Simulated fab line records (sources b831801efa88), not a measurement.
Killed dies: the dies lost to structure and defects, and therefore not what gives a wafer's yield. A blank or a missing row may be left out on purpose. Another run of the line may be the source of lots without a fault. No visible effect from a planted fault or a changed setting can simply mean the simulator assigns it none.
Problem report in the 8D (eight disciplines) form, filled by code | flow sky130 | the parts of the form that need people (team, actions taken, sign-off) are left out

== 1. THE PROBLEM ==
Mean of beam energy keV at SKY_PWDE_IMPLANT_08: 139.51 across 9 wafers in 3 lots; on wafers with no fault it is 150.01 (standard deviation 0.047). So: -99 or more standard deviations from the usual mean.
The first sign was on wafer L364.1 at day 6 13:30, on implanter-01. Wafers with a number at this step in the record: 42, from 14 lots. By rule, "out" or "out of limits" means more than 4 standard deviations away from the usual mean. Any other wafer with a number is counted as sound.

== 2. WHAT IT IS AND WHAT IT IS NOT ==
question                    | is                     | is not
which readings at this step | beam energy keV        | -
which lots                  | L364, L365, L366       | L354, L355, L356, L357, L358, L360, L369, L370, L373, L374, L375
which wafers of those lots  | all that have a number | -
read on which tools         | implanter-01           | implanter-02, implanter-03
when                        | from day 6 13:30       | up to then (18 sound wafers); but 15 sound wafers of L369, L370, L373, L374, L375 came after

== 3. SUSPECTS, AND WHAT RULES EACH OUT ==
Counting: a tool at any process step up to the reading remains a suspect when it ran all the lots that are out and ran no sound lot after the first of those.
- implanter-01 at SKY_PWDE_IMPLANT_08: kept. It processed each lot that is out, first L364 at day 6 13:30, and no sound lot thereafter; up to then, the last sound lot it processed was L360 at day 5 13:50. Its own readings are out on those wafers: beam energy keV.
The count leaves implanter-01 at SKY_PWDE_IMPLANT_08.

== 4. THE CAUSE (what the simulator had put in) ==
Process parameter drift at SKY_PWDE_IMPLANT_08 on implanter-01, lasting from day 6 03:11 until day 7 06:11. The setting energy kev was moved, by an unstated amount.
After counting, this tool was the only one left.

== 5. THE EFFECT CHAIN, in route order ==
Each row: a reading whose mean over the struck wafers that have a number lies more than 3 standard deviations from the usual. Readings are gone through only where the record gives a usual standard deviation; hours: the median, over the lots, of the time from a lot's start at the first step in this table giving one to that lot's start at this step; sigmas: the change measured in usual standard deviations.
hours | step                | reading         | usual  | on struck wafers | change | sigmas
0     | SKY_PWDE_IMPLANT_08 | beam energy keV | 150.01 | 139.51           | -10.50 | -99 or more
Its process steps:
- SKY_PWDE_IMPLANT_08
Later steps that measure or inspect, where all struck wafers having a row at the step show a number for every such reading and not one has moved that far: SKY_VT_ADJUST_HVTP_OVL_MEAS_08, SKY_VT_ADJUST_LVTN_OVL_MEAS_18, SKY_VT_ADJUST_LVTN_TW_MEAS_21.

== 6. WHAT WOULD HAVE CAUGHT IT SOONER ==
In this record the first reading out of limits was taken at day 6 13:30, 10 hours after the fault began at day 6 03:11.
